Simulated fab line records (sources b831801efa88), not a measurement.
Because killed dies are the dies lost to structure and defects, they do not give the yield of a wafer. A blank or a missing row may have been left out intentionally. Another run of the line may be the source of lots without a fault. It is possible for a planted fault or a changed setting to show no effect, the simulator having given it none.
fab line records    flow sky130
[record] lots = 5  wafers = 15  last_day = 50
route steps=708 shown LI_CONTACT@367 LOCAL_INTERCONNECT@387 CONTACT@406 PAD_OPEN@708
lots with no fault: from the same line, run without faults
start_h: hours from the record's opening day to when the first of the lot's shown wafers began    wait_h: hours elapsed since this lot's preceding step    " as in the row above    L1.1+2: a row that stands for several wafers    - value missing, or start not given    * or withheld: withheld    < > ~ a bound
route shown NAME@n: names a module that has steps shown in the file, with the first one's number in the route    usual: mean and standard deviation over wafers with no fault    same: alike in all rows    chamber/n: place in a boat    sites: readings site by site    _std_site: standard deviation of those values    _edge_site: inner sites' mean taken away from outer sites' mean    radius_mm: for every site, how far away it sits from the centre of the wafer    mask NAME#n: copy n    behind: tool/chamber where the wafer was last shaped    hold: the reason the lot was held/the length of the hold in hours/how it ended    device: whichever transistor did not switch (one of n, p or np)    end of line: tests run on the same wafers once the route is complete    for a step that has no rows: nothing shown but its recipe    killed: at the first sort, the dies lost to defects and structure; wafer yield is something else    map: a wafer's dies, marking killed ones x, the rest . and places with no die _
set.NAME: the setting as run; set.NAME@STEP: as run at that earlier step    model.NAME: the simulator's own value behind a step, which no gauge read
lots at selected steps of the route; one table per step, one row per wafer
services: when a tool's chamber went out of use (start_h, in hours from the record's first day, below 0 if earlier), for how many hours, and the reason
[[steps]]
[step SKY_LI_CONTACT_HMDS_05]
[recipe] prime_time_s = 60  prime_temp_c = 120
[step SKY_LI_CONTACT_COAT_06]
[recipe] resist = BARC  temp_c = withheld  time_s = withheld  spin_rpm = 3000  resist_thk_nm = 60
[step SKY_LI_CONTACT_COAT_07]
[recipe] resist = KrF-thick  spin_rpm = 3000  resist_thk_nm = 450
[step SKY_LI_CONTACT_SOFTBAKE_08]
[recipe] temp_c = 99.38  time_s = 90  resist = KrF-thick
[step SKY_LI_CONTACT_EXPOSE_09]
[recipe] mask_id = LICM1  na = 0.8  source_shape = annular  sigma_inner = 0.55  sigma_outer = 0.85  target_cd_nm = 170  dose_mj = 38
[step SKY_LI_CONTACT_PEB_10]
[recipe] peb_temp_c = withheld  peb_time_s = withheld  resist = KrF-thick
[step SKY_LI_CONTACT_DEVELOP_11]
[recipe] develop_time_s = 60  resist = KrF-thick  dev_temp_c = 21
[step SKY_LI_CONTACT_CD_MEAS_12]
[recipe] target_cd_nm = 170
[usual] cd_nm = 170.1/1.4
lot.wafer  tool       chamber  start_h  wait_h  cd_nm
L359.1     cd_sem-01  -        693.88   -       171.7
L359.5     "          -        "        "       171.8
L359.6     "          -        "        "       173.0
L364.2     cd_sem-01  -        731.59   -       168.9
L364.4     "          -        "        "       167.7
L364.6     "          -        "        "       168.5
L375.1     cd_sem-01  -        842.77   -       167.6
L375.4     "          -        "        "       167.9
L375.5     "          -        "        "       168.6
L376.3     cd_sem-02  -        843.16   -       171.3
L376.4     "          -        "        "       171.2
L376.5     "          -        "        "       172.6
L378.1     cd_sem-02  -        844.43   -       172.6
L378.2     "          -        "        "       172.4
L378.6     "          -        "        "       171.3
[step SKY_LI_CONTACT_OVL_MEAS_13]
[usual] LI_CONTACT_OVL = 0/5.6
lot.wafer  tool        chamber  start_h  wait_h  LI_CONTACT_OVL[nm]
L359.1     overlay-01  -        694.00   0.1     -3
L359.5     "           -        "        "       5
L359.6     "           -        "        "       10
L364.2     overlay-01  -        731.69   0.1     0
L364.4     "           -        "        "       -1
L364.6     "           -        "        "       -3
L375.1     overlay-01  -        842.89   0.1     -6
L375.4     "           -        "        "       -5
L375.5     "           -        "        "       -16
L376.3     overlay-01  -        843.25   0.1     1
L376.4     "           -        "        "       -3
L376.5     "           -        "        "       4
L378.1     overlay-02  -        844.55   0.1     -7
L378.2     "           -        "        "       -8
L378.6     "           -        "        "       -9
[step SKY_LI_CONTACT_ETCH_14]
[recipe] chemistry = N2/H2  target = BARC  ion_energy_ev = 200  source_w = 500  bias_w = 100  pressure_mtorr = 30  n2_flow_sccm = 100  h2_flow_sccm = 200  stop_on = SiO2  time_s = 45.9  target_depth_a = 600
[step SKY_LI_CONTACT_ETCH_15]
[recipe] target = PSG  chemistry = C4F8/O2/Ar  stop_on = Si  taper_deg = 4.15  mask_material = KrF-thick  source_w = 1500  bias_w = 1200  pressure_mtorr = 40  c4f8_flow_sccm = withheld  O2_flow_sccm = 6  Ar_flow_sccm = 300  time_s = withheld  target_depth_a = 6000
[step SKY_LI_CONTACT_STRIP_16]
[recipe] chemistry = O2/N2  power_w = 1400  pressure_mtorr = 1500  platen_temp_c = withheld  o2_flow_sccm = 3000  n2_flow_sccm = 300  overash_fraction = 0.5
[step SKY_LI_CONTACT_CLEAN_17]
[recipe] chemistry = NMP  time_s = 600  temp_c = 60  dry = n2_spin
[usual] bath_heat_duty_pct = 9.9/1.5
lot.wafer  tool          chamber  start_h  wait_h  bath_heat_duty_pct
L359.1     wet_bench-04  2        694.27   0.1     9.3
L359.5     "             2        "        "       9.0
L359.6     "             2        "        "       8.8
L364.2     wet_bench-04  1        731.95   0.1     9.5
L364.4     "             1        "        "       8.3
L364.6     "             1        "        "       9.9
L375.1     wet_bench-03  2        843.15   0.1     11.0
L375.4     "             2        "        "       11.0
L375.5     "             2        "        "       10.5
L376.3     wet_bench-01  0        843.50   0.0     11.6
L376.4     "             0        "        "       11.4
L376.5     "             0        "        "       10.8
L378.1     wet_bench-03  1        844.82   0.1     10.2
L378.2     "             1        "        "       10.5
L378.6     "             1        "        "       9.4
[step SKY_LI_CONTACT_PRE_CLEAN_18]
[recipe] gas = Ar  time_s = 5.6  bias_v = 358
[step SKY_LI_CONTACT_SPUTTER_19]
[recipe] material = Ti  target_thk_nm = 20  chamber_pressure_pa = 5  power_w = 2500  substrate_temp_c = 200  time_s = 106.37
[usual] throttle_valve_pct = 29.8/1
lot.wafer  tool            chamber  start_h  wait_h  throttle_valve_pct
L359.1     pvd_sputter-01  -        694.46   0.0     28.6
L359.5     "               -        "        "       28.4
L359.6     "               -        "        "       28.8
L364.2     pvd_sputter-03  -        732.14   0.0     29.9
L364.4     "               -        "        "       30.8
L364.6     "               -        "        "       29.7
L375.1     pvd_sputter-03  -        843.35   0.0     30.1
L375.4     "               -        "        "       31.0
L375.5     "               -        "        "       31.1
L376.3     pvd_sputter-04  -        843.70   0.0     29.8
L376.4     "               -        "        "       30.8
L376.5     "               -        "        "       31.2
L378.1     pvd_sputter-01  -        845.01   0.0     28.6
L378.2     "               -        "        "       28.6
L378.6     "               -        "        "       28.4
[step SKY_LI_CONTACT_SPUTTER_20]
[recipe] material = TiN  target_thk_nm = 20  chamber_pressure_pa = 5  power_w = 4000  time_s = 80
[step SKY_LI_CONTACT_CVD_21]
[recipe] material = W  target_thk_nm = 400  time_s = 120.56  temp_c = 400  pressure_torr = 40
[step SKY_LI_CONTACT_RS_MEAS_22]
[recipe] thk_meas_gauge = four-point-probe  reads = W_of_LI_CONTACT_CVD_21+TiN_of_LI_CONTACT_SPUTTER_20+Ti_of_LI_CONTACT_SPUTTER_19
[usual] LI_CONTACT_W_RS = 0.2861/0.0027
lot.wafer  tool           chamber  start_h  wait_h  LI_CONTACT_W_RS[ohm/sq]
L359.1     film_metro-03  -        694.72   0.1     0.2850
L359.5     "              -        "        "       0.2865
L359.6     "              -        "        "       0.2851
L364.2     film_metro-01  -        732.43   0.1     0.2854
L364.4     "              -        "        "       0.2853
L364.6     "              -        "        "       0.2853
L375.1     film_metro-03  -        843.61   0.1     0.2862
L375.4     "              -        "        "       0.2905
L375.5     "              -        "        "       0.2877
L376.3     film_metro-02  -        844.00   0.1     0.2868
L376.4     "              -        "        "       0.2829
L376.5     "              -        "        "       0.2847
L378.1     film_metro-02  -        845.28   0.1     0.2841
L378.2     "              -        "        "       0.2921
L378.6     "              -        "        "       0.2908
[step SKY_LI_CONTACT_THK_MEAS_23]
[recipe] thk_meas_gauge = xrf  reads = W_of_LI_CONTACT_CVD_21
[usual] LI_CONTACT_W_THK = 391/4.8
lot.wafer  tool           chamber  start_h  wait_h  LI_CONTACT_W_THK[nm]
L359.1     film_metro-03  -        694.84   0.1     393
L359.5     "              -        "        "       392
L359.6     "              -        "        "       395
L364.2     film_metro-01  -        732.54   0.1     392
L364.4     "              -        "        "       389
L364.6     "              -        "        "       394
L375.1     film_metro-03  -        843.73   0.1     391
L375.4     "              -        "        "       383
L375.5     "              -        "        "       390
L376.3     film_metro-02  -        844.10   0.1     385
L376.4     "              -        "        "       393
L376.5     "              -        "        "       390
L378.1     film_metro-02  -        845.40   0.1     391
L378.2     "              -        "        "       380
L378.6     "              -        "        "       381
[step SKY_LI_CONTACT_CMP_24]
[recipe] stop_on = PSG  t_overpolish_s = 20  down_force_psi = 3.5  platen_rpm = 60  target_thk_nm = 0  pad_velocity_m_s = 0.94248
[usual] head_pressure_psi = 3.500/0.0072  motor_current_A = 10.5/0.85  overpolish_run_s = 20.000/0.0092  time_to_endpoint_s = 93.8/3
lot.wafer  tool    chamber  start_h  wait_h  head_pressure_psi  motor_current_A  overpolish_run_s  time_to_endpoint_s
L359.1     cmp-01  0        694.90   0.1     3.501              10.7             19.999            93.4
L359.5     "       0        "        "       3.494              10.5             20.001            91.4
L359.6     "       1        "        "       3.505              11.2             20.002            92.3
L364.2     cmp-01  3        732.64   0.1     3.511              10.7             20.013            92.1
L364.4     "       0        "        "       3.512              10.7             20.001            94.5
L364.6     "       3        "        "       3.501              10.2             19.993            94.1
L375.4     cmp-02  1        843.86   0.1     3.494              9.6              20.009            92.3
L375.1     "       3        "        "       3.483              9.4              20.003            91.6
L375.5     "       1        "        "       3.496              9.4              20.001            92.1
L376.4     cmp-01  3        844.19   0.1     3.500              10.4             19.997            96.4
L376.3     "       1        "        "       3.515              11.2             20.005            94.6
L376.5     "       2        "        "       3.493              10.2             20.003            97.7
L378.2     cmp-01  1        845.51   0.1     3.487              11.8             19.998            93.6
L378.1     "       3        "        "       3.493              10.3             20.000            92.3
L378.6     "       0        "        "       3.504              10.3             20.001            91.5
[step SKY_LOCAL_INTERCONNECT_SPUTTER_00]
[recipe] material = TiN  target_thk_nm = 100  temp_c = 300  power_w = 6500  time_s = 83.3  chamber_pressure_pa = 0.4
[usual] throttle_valve_pct = 29.6/1
lot.wafer  tool            chamber  start_h  wait_h  throttle_valve_pct
L359.1     pvd_sputter-02  -        695.20   0.2     30.4
L359.5     "               -        "        "       30.1
L359.6     "               -        "        "       28.5
L364.2     pvd_sputter-01  -        732.89   0.2     28.6
L364.4     "               -        "        "       28.6
L364.6     "               -        "        "       31.0
L375.1     pvd_sputter-01  -        844.16   0.1     28.9
L375.4     "               -        "        "       28.7
L375.5     "               -        "        "       28.7
L376.3     pvd_sputter-03  -        844.44   0.1     30.2
L376.4     "               -        "        "       29.7
L376.5     "               -        "        "       30.0
L378.1     pvd_sputter-01  -        845.76   0.1     31.1
L378.2     "               -        "        "       28.5
L378.6     "               -        "        "       28.4
[step SKY_LOCAL_INTERCONNECT_RS_MEAS_01]
[recipe] thk_meas_gauge = four-point-probe  reads = TiN_of_LOCAL_INTERCONNECT_SPUTTER_00
[usual] LOCAL_INTERCONNECT_TIN_RS = 14.12/0.13
lot.wafer  tool           chamber  start_h  wait_h  LOCAL_INTERCONNECT_TIN_RS[ohm/sq]
L359.1     film_metro-03  -        695.27   0.0     13.91
L359.5     "              -        "        "       13.92
L359.6     "              -        "        "       13.95
L364.2     film_metro-02  -        732.97   0.1     13.91
L364.4     "              -        "        "       13.93
L364.6     "              -        "        "       14.03
L375.1     film_metro-04  -        844.22   0.0     14.11
L375.4     "              -        "        "       14.01
L375.5     "              -        "        "       14.01
L376.3     film_metro-04  -        844.54   0.1     14.26
L376.4     "              -        "        "       14.21
L376.5     "              -        "        "       14.08
L378.1     film_metro-02  -        845.82   0.0     14.20
L378.2     "              -        "        "       14.27
L378.6     "              -        "        "       14.20
[step SKY_LOCAL_INTERCONNECT_THK_MEAS_02]
[recipe] thk_meas_gauge = xrf  reads = TiN_of_LOCAL_INTERCONNECT_SPUTTER_00
[usual] LOCAL_INTERCONNECT_TIN_THK = 99.8/0.89
lot.wafer  tool           chamber  start_h  wait_h  LOCAL_INTERCONNECT_TIN_THK[nm]
L359.1     film_metro-03  -        695.39   0.1     100.4
L359.5     "              -        "        "       99.8
L359.6     "              -        "        "       99.9
L364.2     film_metro-02  -        733.08   0.1     101.4
L364.4     "              -        "        "       101.5
L364.6     "              -        "        "       101.4
L375.1     film_metro-04  -        844.34   0.1     99.7
L375.4     "              -        "        "       100.4
L375.5     "              -        "        "       100.5
L376.3     film_metro-04  -        844.64   0.1     99.0
L376.4     "              -        "        "       99.3
L376.5     "              -        "        "       100.6
L378.1     film_metro-02  -        845.94   0.1     99.3
L378.2     "              -        "        "       98.8
L378.6     "              -        "        "       99.5
[step SKY_LOCAL_INTERCONNECT_DEHYDRATE_03]
[recipe] temp_c = 200  time_s = 60
[step SKY_LOCAL_INTERCONNECT_HMDS_04]
[recipe] prime_time_s = 60  prime_temp_c = 120
[step SKY_LOCAL_INTERCONNECT_COAT_05]
[recipe] resist = BARC  temp_c = withheld  time_s = withheld  spin_rpm = 3000  resist_thk_nm = 60
[step SKY_LOCAL_INTERCONNECT_COAT_06]
[recipe] resist = KrF-thick  spin_rpm = 3000  resist_thk_nm = 450
[step SKY_LOCAL_INTERCONNECT_SOFTBAKE_07]
[recipe] temp_c = 100  time_s = 90  resist = KrF-thick
[step SKY_LOCAL_INTERCONNECT_EXPOSE_08]
[recipe] mask_id = LI1M  na = 0.8  source_shape = annular  sigma_inner = 0.55  sigma_outer = 0.85  target_cd_nm = 170  dose_mj = 28
[step SKY_LOCAL_INTERCONNECT_PEB_09]
[recipe] peb_temp_c = withheld  peb_time_s = withheld  resist = KrF-thick
[step SKY_LOCAL_INTERCONNECT_DEVELOP_10]
[recipe] develop_time_s = 57.24  resist = KrF-thick  dev_temp_c = 21
[step SKY_LOCAL_INTERCONNECT_CD_MEAS_11]
[recipe] target_cd_nm = 170
[usual] cd_nm = 169.7/1.3
lot.wafer  tool       chamber  start_h  wait_h  cd_nm
L359.1     cd_sem-01  -        722.54   -       171.5
L359.5     "          -        "        "       171.9
L359.6     "          -        "        "       170.9
L364.2     cd_sem-02  -        760.41   -       170.6
L364.4     "          -        "        "       171.3
L364.6     "          -        "        "       170.3
L375.1     cd_sem-02  -        869.97   -       168.1
L375.4     "          -        "        "       169.1
L375.5     "          -        "        "       169.1
L376.3     cd_sem-02  -        870.25   -       171.5
L376.4     "          -        "        "       171.0
L376.5     "          -        "        "       171.7
L378.1     cd_sem-02  -        871.46   -       169.3
L378.2     "          -        "        "       169.2
L378.6     "          -        "        "       167.9
[step SKY_LOCAL_INTERCONNECT_OVL_MEAS_12]
[usual] LOCAL_INTERCONNECT_OVL = -1/4.8
lot.wafer  tool        chamber  start_h  wait_h  LOCAL_INTERCONNECT_OVL[nm]
L359.1     overlay-01  -        722.66   0.1     8
L359.5     "           -        "        "       5
L359.6     "           -        "        "       9
L364.2     overlay-01  -        760.51   0.1     -3
L364.4     "           -        "        "       -6
L364.6     "           -        "        "       -1
L375.1     overlay-02  -        870.09   0.1     -3
L375.4     "           -        "        "       -14
L375.5     "           -        "        "       0
L376.3     overlay-02  -        870.34   0.1     1
L376.4     "           -        "        "       4
L376.5     "           -        "        "       1
L378.1     overlay-01  -        871.58   0.1     -4
L378.2     "           -        "        "       -8
L378.6     "           -        "        "       -5
[step SKY_LOCAL_INTERCONNECT_ETCH_13]
[recipe] chemistry = N2/H2  target = BARC  ion_energy_ev = 200  bias_w = 100  pressure_mtorr = 30  n2_flow_sccm = 100  h2_flow_sccm = 200  icp_w = 500  stop_on = SiO2  time_s = 45.9  target_depth_a = 600
[usual] drypump_motor_current_A = 5.7/0.35  oes_product_au = 0.855/0.0047  throttle_valve_pct = 13.226/0.0095
lot.wafer  tool          chamber  start_h  wait_h  drypump_motor_current_A  oes_product_au  rf_hours_counter_h  throttle_valve_pct
L359.1     rie_metal-04  1        722.69   0.0     5.2                      0.852           5                   13.235
L359.5     "             0        "        "       6.0                      0.858           -                   13.228
L359.6     "             1        "        "       5.2                      0.857           -                   13.213
L364.2     rie_metal-03  0        760.54   0.0     6.1                      0.857           5                   13.234
L364.4     "             0        "        "       6.1                      0.849           -                   13.212
L364.6     "             0        "        "       6.1                      0.848           -                   13.216
L375.1     rie_metal-04  1        870.12   0.0     5.2                      0.860           11                  13.222
L375.4     "             1        "        "       5.2                      0.850           -                   13.239
L375.5     "             1        "        "       5.2                      0.856           -                   13.224
L376.3     rie_metal-02  0        870.38   0.0     5.9                      0.847           -                   13.231
L376.4     "             1        "        "       5.4                      0.864           -                   13.242
L376.5     "             1        "        "       5.4                      0.849           -                   13.225
L378.1     rie_metal-02  0        871.62   0.0     5.9                      0.860           6                   13.224
L378.2     "             1        "        "       5.4                      0.859           15                  13.225
L378.6     "             0        "        "       6.0                      0.856           -                   13.223
[step SKY_LOCAL_INTERCONNECT_METAL_ETCH_14]
[recipe] target_depth_nm = 110  stop_on = PSG  chemistry = Cl2/BCl3  target = TiN  resist_sidewall_deg = 88  pressure_mtorr = 10  icp_w = 900  bias_w = 48.5  Cl2_flow_sccm = 60  bcl3_flow_sccm = 30  time_s = 31.4
[usual] drypump_motor_current_A = 5.7/0.34  oes_product_au = 0.943/0.0064  throttle_valve_pct = 21.900/0.0099
lot.wafer  tool          chamber  start_h  wait_h  drypump_motor_current_A  oes_product_au  rf_hours_counter_h  throttle_valve_pct
L359.1     rie_metal-04  1        722.76   0.0     5.2                      0.951           5                   21.918
L359.5     "             0        "        "       5.9                      0.948           -                   21.879
L359.6     "             1        "        "       5.2                      0.953           -                   21.896
L364.2     rie_metal-03  0        760.61   0.0     6.1                      0.953           5                   21.887
L364.4     "             0        "        "       6.1                      0.945           -                   21.898
L364.6     "             0        "        "       6.1                      0.945           -                   21.899
L375.1     rie_metal-04  1        870.25   0.1     5.2                      0.947           11                  21.898
L375.4     "             1        "        "       5.2                      0.946           -                   21.894
L375.5     "             1        "        "       5.2                      0.946           -                   21.910
L376.3     rie_metal-02  0        870.44   0.0     5.9                      0.931           -                   21.906
L376.4     "             1        "        "       5.4                      0.937           -                   21.896
L376.5     "             1        "        "       5.4                      0.941           -                   21.885
L378.1     rie_metal-02  0        871.68   0.0     5.9                      0.944           6                   21.900
L378.2     "             1        "        "       5.4                      0.938           16                  21.889
L378.6     "             0        "        "       5.9                      0.935           -                   21.888
[step SKY_LOCAL_INTERCONNECT_STRIP_15]
[recipe] chemistry = O2/N2  power_w = 1400  pressure_mtorr = 1500  platen_temp_c = withheld  o2_flow_sccm = 3000  n2_flow_sccm = 300  overash_fraction = 0.5
[step SKY_LOCAL_INTERCONNECT_STRIP_16]
[recipe] chemistry = post_etch_residue_remover  time_s = 1200  temp_c = 72.5
[step SKY_LOCAL_INTERCONNECT_CLEAN_17]
[recipe] chemistry = IPA  time_s = 180  temp_c = 25
[step SKY_LOCAL_INTERCONNECT_CLEAN_18]
[recipe] chemistry = O3/DIW  dry = n2_spin
[step SKY_CONTACT_CVD_00]
[recipe] material = Si3N4  target_thk_nm = 75  temp_c = 400  time_s = withheld  rf_w = 450
[step SKY_CONTACT_THK_MEAS_01]
[recipe] reads = Si3N4_of_CONTACT_CVD_00
[usual] CONTACT_CVD_00_THK = 75.2/0.88
lot.wafer  tool           chamber  start_h  wait_h  CONTACT_CVD_00_THK[nm]
L359.1     film_metro-04  -        723.43   -       74.2
L359.5     "              -        "        "       75.2
L359.6     "              -        "        "       76.3
L364.2     film_metro-01  -        761.29   -       74.8
L364.4     "              -        "        "       75.1
L364.6     "              -        "        "       75.2
L375.1     film_metro-01  -        870.99   -       73.9
L375.4     "              -        "        "       75.2
L375.5     "              -        "        "       75.2
L376.3     film_metro-02  -        871.16   -       74.2
L376.4     "              -        "        "       75.2
L376.5     "              -        "        "       75.8
L378.1     film_metro-01  -        872.51   -       75.1
L378.2     "              -        "        "       74.4
L378.6     "              -        "        "       75.6
[step SKY_CONTACT_HDPCVD_02]
[recipe] material = SiO2  target_thk_nm = 565  sigma_open_frac = 0.3  time_s = 94.2  temp_c = 600  sih4_flow_sccm = 60  pressure_mtorr = 6
[step SKY_PAD_OPEN_PROBE_99]
[usual] killed_at_M0_to_M3 = 43/6.9  killed_at_M4_up = 3.1/1.9  killed_at_contacts = 24/5.4  killed_at_front_end = 14/4.3  killed_at_other = 0.3/0.53  killed_dies = 84/9.5  killed_open = 46/6.8  killed_short = 38/6
[same] gross_dies = 492  killed_at_back_side = 0
lot.wafer  tool       chamber  start_h  wait_h  killed_at_M0_to_M3  killed_at_M4_up  killed_at_contacts  killed_at_front_end  killed_at_other  killed_dies  killed_open  killed_short
L375.1     prober-02  -        1193.74  0.1     42                  1                66                  8                    0                117          36           31
L375.4     prober-02  -        1193.89  0.2     36                  4                62                  11                   0                113          35           32
L375.5     prober-02  -        1193.94  0.2     39                  2                65                  19                   0                125          36           38
L376.3     prober-01  -        1194.96  0.2     35                  1                16                  14                   0                66           38           28
L376.4     prober-01  -        1195.01  0.2     44                  3                18                  16                   1                82           38           44
L376.5     prober-01  -        1195.06  0.2     47                  3                32                  9                    1                92           49           43
// killed by level:class
L375.1 LI_CONTACT:unspecified=49 VIA1:geometric_particle:open=8 VIA2:geometric_particle:open=6 METAL3:geometric_particle:short=5 LI_CONTACT:geometric_particle:open=5 CONTACT:geometric_particle:open=5 METAL1:geometric_particle:short=4 VIA2:geometric_particle:short=4
L375.4 LI_CONTACT:unspecified=45 VIA3:geometric_particle:open=6 METAL2:geometric_particle:short=5 CONTACT:geometric_particle:open=5 VIA1:geometric_particle:open=5 POLY_GATE:geometric_particle:open=4 LI_CONTACT:geometric_particle:open=4 METAL1:geometric_particle:short=4
L375.5 LI_CONTACT:unspecified=50 VIA1:geometric_particle:open=7 CONTACT:geometric_particle:open=6 METAL1:geometric_particle:short=6 VIA3:geometric_particle:short=6 FIELD_ISO:geometric_particle:open=5 FIELD_ISO:geometric_particle:short=4 VIA2:geometric_particle:short=4
L376.3 VIA3:geometric_particle:open=8 CONTACT:geometric_particle:open=7 VIA1:geometric_particle:open=7 POLY_GATE:geometric_particle:open=6 METAL2:geometric_particle:short=6 METAL3:geometric_particle:short=4 FIELD_ISO:geometric_particle:short=3 VIA1:geometric_particle:short=3
L376.4 VIA1:geometric_particle:open=8 CONTACT:geometric_particle:open=7 VIA3:geometric_particle:open=7 CONTACT:geometric_particle:short=6 VIA2:geometric_particle:open=6 FIELD_ISO:geometric_particle:short=5 VIA1:geometric_particle:short=5 METAL2:geometric_particle:short=5
L376.5 VIA1:geometric_particle:open=13 CONTACT:geometric_particle:short=9 CONTACT:geometric_particle:open=8 LI_CONTACT:geometric_particle:open=8 VIA1:geometric_particle:short=6 METAL2:geometric_particle:short=6 VIA2:geometric_particle:open=6 LI_CONTACT:geometric_particle:short=5
// map L375.5 (x killed, . not)
__________.x..x....._________
________.............._______
______.....x....x.x..xx._____
_____..x......x...x......____
____...........x.x........___
___......xx....x...........__
__x......xx...x.....x..x...x_
_.......x............x.......
_..x..........x...x...x.x....
_..x....x.x...xx............x
_.....x..x..xx..x..........x.
_..........xxx..x.x.x........
_.......x..xxxx.xx.x.xx....x.
_....x...xxxxxxxx.x..x.......
_.....xxxxxxxxxxxx.........x.
__..x..xx.xxxxxxx.xx...x.xx._
___.....xxxxxxxxx....x.....__
____...x.xxxx........x..x.___
_____..x..x.......x......____
______....x.......x....._____
________.......x.x.xx._______
__________..xx......_________
// map L378.2 (x killed, . not)
__________.........._________
________.......x......_______
______......x..........x_____
_____..xx................____
____x..x......x.x.xx......___
___...........x..x.x.......__
__..x.xxx..x....x.x........x_
_.....x....x.....x....xx..x..
_......x....x...xxx.....x...x
_.x...x.x.......x..........x.
_.x.......xx..x...x..........
_.......x..............x.x...
_x..........x...x..xx.......x
_........x...x...x.......xx..
_.............xx.x.....x.x...
__..xx......x..x......x..x.._
___.....x..............x..x__
____.xx....x.x.....x.....x___
_____.......x....x...x...____
______..x..............._____
________.............._______
__________.........._________
[[services]]
tool            chamber  start_h  hours  kind
rie_metal-02    0        680.99   -      clean
rie_metal-02    0        680.99   23.4   scheduled_down
rie_metal-02    0        680.99   23.4   vent_cycle
rie_metal-04    -        686.06   0.5    repair
cmp-01          -        687.96   1.8    repair
pvd_sputter-04  -        693.80   19.7   repair
rie_metal-04    0        702.28   14.1   repair
pvd_sputter-01  -        705.43   4.2    repair
cmp-02          -        716.57   3.1    repair
rie_metal-02    1        723.97   8.5    repair
cmp-01          -        725.97   4.4    pm
cmp-02          -        744.00   4.0    pm
cmp-02          -        746.97   0.7    repair
wet_bench-03    -        749.70   5.9    repair
rie_metal-04    0        782.60   16.1   repair
cmp-01          -        804.41   1.6    repair
rie_metal-02    -        805.05   1.4    pm
cmp-02          -        820.18   0.4    repair
rie_metal-04    -        821.47   4.0    pm
pvd_sputter-04  -        827.77   0.7    repair
rie_metal-03    -        843.08   1.7    repair
pvd_sputter-02  -        850.71   7.7    repair
pvd_sputter-04  -        851.90   3.4    repair
rie_metal-04    0        868.21   -      clean
[[key]]
[first_sign] step = SKY_PAD_OPEN_PROBE_99  reading = killed_at_contacts  direction = up  sigmas = 7.6  usual = 24  struck = 64
[effect] step = SKY_PAD_OPEN_PROBE_99  reading = killed_dies  direction = up  sigmas = 3.6  usual = 84  struck = 118
met_at SKY_LI_CONTACT_CLEAN_17
struck_wafers L375.1,L375.4,L375.5
tester_left_out L375
also_fits SKY_LI_CONTACT_SPUTTER_19:pvd_sputter-03,SKY_LI_CONTACT_CMP_24:cmp-02,SKY_LOCAL_INTERCONNECT_ETCH_13:rie_metal-04,SKY_LOCAL_INTERCONNECT_METAL_ETCH_14:rie_metal-04
[fault] kind = chamber_particle_source  tool = wet_bench-03  chamber = 2  onset_h = 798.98  steps = SKY_LI_CONTACT_CLEAN_17  rate_per_visit_cm2 = 0.63503  end_h = 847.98
// tester_left_out: of these lots the tester's yield and bins aren't shown, on N5 and GAA mostly nor the transistor test; their killed dies are dies lost to structure and defects alone, not to doping, threshold or leakage, so they don't give the yield
